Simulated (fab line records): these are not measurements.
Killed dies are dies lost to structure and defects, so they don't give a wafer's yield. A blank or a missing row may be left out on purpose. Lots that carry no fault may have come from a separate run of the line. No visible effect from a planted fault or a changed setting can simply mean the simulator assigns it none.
2 desks, one fault || flow gf180mcu || what lay behind the numbers comes last; until then each desk has only its own

## METROLOGY DESK
Means of the sampled wafers that have a number, per lot and without regard to the tool the lot ran on: this is what the gauges read. Any lot whose mean is over 4 standard deviations away from the usual mean is out of limits and marked OUT; that distance is given in the brackets.
Columns: A = TOP_METAL_ALCU_RS at GF_TOP_METAL_RS_MEAS_05, usual 0.0327 ohm/sq
{"lot": "L858", "first seen here": "day 29 10:00", "A": 0.0324}
{"lot": "L859", "first seen here": "day 29 21:41", "A": 0.0331}
{"lot": "L860", "first seen here": "day 30 02:43", "A": 0.0328}
{"lot": "L861", "first seen here": "day 30 10:21", "A": 0.0326}
{"lot": "L867", "first seen here": "day 32 01:55", "A": 0.0323}
{"lot": "L870", "first seen here": "day 32 18:38", "A": 0.0327}
{"lot": "L871", "first seen here": "day 33 01:02", "A": 0.0329}
{"lot": "L872", "first seen here": "day 33 10:01", "A": 0.0324}
{"lot": "L874", "first seen here": "day 33 17:58", "A": 0.0327}
{"lot": "L875", "first seen here": "day 34 01:28", "A": 0.0331}
{"lot": "L876", "first seen here": "day 34 02:52", "A": 0.0327}
{"lot": "L877", "first seen here": "day 34 10:25", "A": 0.0323}
{"lot": "L878", "first seen here": "day 34 13:05", "A": 0.0324}
Finding of this desk: none of the 13 lots has anything out of limits.

## DESK OF THE TOOL OWNER: pvdSputter-03
The tool's own readings at GF_TOP_METAL_SPUTTER_01 (material TiN, target thk 30 nm, time 25 s): means of the sampled wafers that have a number, for each lot that ran on this tool. Any lot whose mean is over 4 standard deviations away from the usual mean is out of limits and marked OUT; that distance is given in the brackets.
Columns: A = cathodeDcPowerW at GF_TOP_METAL_SPUTTER_01, usual 6500.1 W; B = throttleValvePct at GF_TOP_METAL_SPUTTER_01, usual 30.2 %
{"lot": "L867", "first seen here": "day 32 01:48", "A": 6500.6, "B": 30.1}
This desk's finding: nothing out of limits on the one lot.

## BROUGHT TOGETHER
Nothing out of limits was seen by the metrology desk.
Nothing out of limits was seen by the tool owner's desk.

## WHAT WAS PUT IN BY THE SIMULATOR
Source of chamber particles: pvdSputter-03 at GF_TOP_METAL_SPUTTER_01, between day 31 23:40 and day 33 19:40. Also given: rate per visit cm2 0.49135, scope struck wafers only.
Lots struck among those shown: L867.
